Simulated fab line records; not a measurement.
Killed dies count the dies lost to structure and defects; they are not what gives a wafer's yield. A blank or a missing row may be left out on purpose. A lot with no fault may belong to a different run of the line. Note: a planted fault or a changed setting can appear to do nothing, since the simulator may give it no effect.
Struck lot and sound lot, side by side | flow sky130 | 15 steps out of a route of 708
Sound: these wafers, L501.2, L501.3, L501.4. Wafers L507.3, L507.4, L507.5 were the ones struck. At the end, the cause is stated.
For every step that has rows: the tool of each side, followed by ch and its chambers, followed by its first start. Under that, the readings that differ: sound wafers | struck wafers | difference of the means | sigmas: that difference in standard deviations of wafers without a fault.
alike: readings whose means differ by less than 2 such deviations, and words and numbers that are the same on both sides. not compared: withheld readings, readings that some wafer has no value for, bounds like >300 that may hide the same value, and numbers for which the record gives no deviation and whose values overlap.
Wherever a step has rows on one side only, a row that says differs or no value, or a row with sigmas, the two part there. Numbers that have no deviation but don't overlap get no sigmas and don't part them. A reading that every wafer of one side lacks parts them only if that side has two wafers or more.

first, 5 steps without rows for these wafers: SKY_FIELD_ISO_WET_ETCH_28 (etches SiO2 in dHF, target depth 23.7 nm, time 47 s); SKY_FIELD_ISO_WET_ETCH_29 (etches Si3N4 in H3PO4, target depth 160 nm, time 1825 s); SKY_FIELD_ISO_WET_ETCH_30 (etches SiO2 in dHF, target depth 25 nm, time 50 s); SKY_NWELL_CLEAN_00 (cleans in SC1/SC2, time 150 s); SKY_NWELL_OXIDATION_01 (stabilise 600 s, purge 300 s, target thk 10 nm).
SKY_NWELL_THK_MEAS_02:
  struck on film-metro-01, day 3 21:29; sound on film-metro-01, day 2 11:23
  alike: NWELL_OXIDATION_THK
then, 6 steps without rows for these wafers: SKY_DNWELL_DEHYDRATE_00 (time 60 s); SKY_DNWELL_HMDS_01 (prime time 60 s); SKY_DNWELL_COAT_02 (resist thk 3000 nm); SKY_DNWELL_SOFTBAKE_03; SKY_DNWELL_EXPOSE_04 (exposes mask DNM, target cd 3000 nm); SKY_DNWELL_PEB_05.
SKY_DNWELL_DEVELOP_06: develop time 60 s.
  sound on litho-track-01 ch 0, day 3 02:00; struck on litho-track-01 ch 0, day 4 13:00
  reading              | sound             | struck            | difference | sigmas
  developer-temp-C (C) | 23.10 23.01 23.00 | 23.95 23.88 24.13 | +0.95      | +10
following that, these wafers have no rows for 1 step: SKY_DNWELL_IMPLANT_07.
-- the record jumps here: 43 days lie between the struck wafers' starts before and after (it left off in module DNWELL and takes up again in module PAD_OPEN, whose first step shown is number 708 of the route) --
SKY_PAD_OPEN_PROBE_99:
  rows exist in the record for the struck wafers here (prober-01, day 47 08:46), but not for the sound ones

== WHERE THEY PART ==
Last at SKY_PAD_OPEN_PROBE_99 as far as this record goes, first at SKY_DNWELL_DEVELOP_06.

WHY: whatever the simulator had introduced
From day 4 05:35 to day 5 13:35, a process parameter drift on litho-track-01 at SKY_DNWELL_DEVELOP_06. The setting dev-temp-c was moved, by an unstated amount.
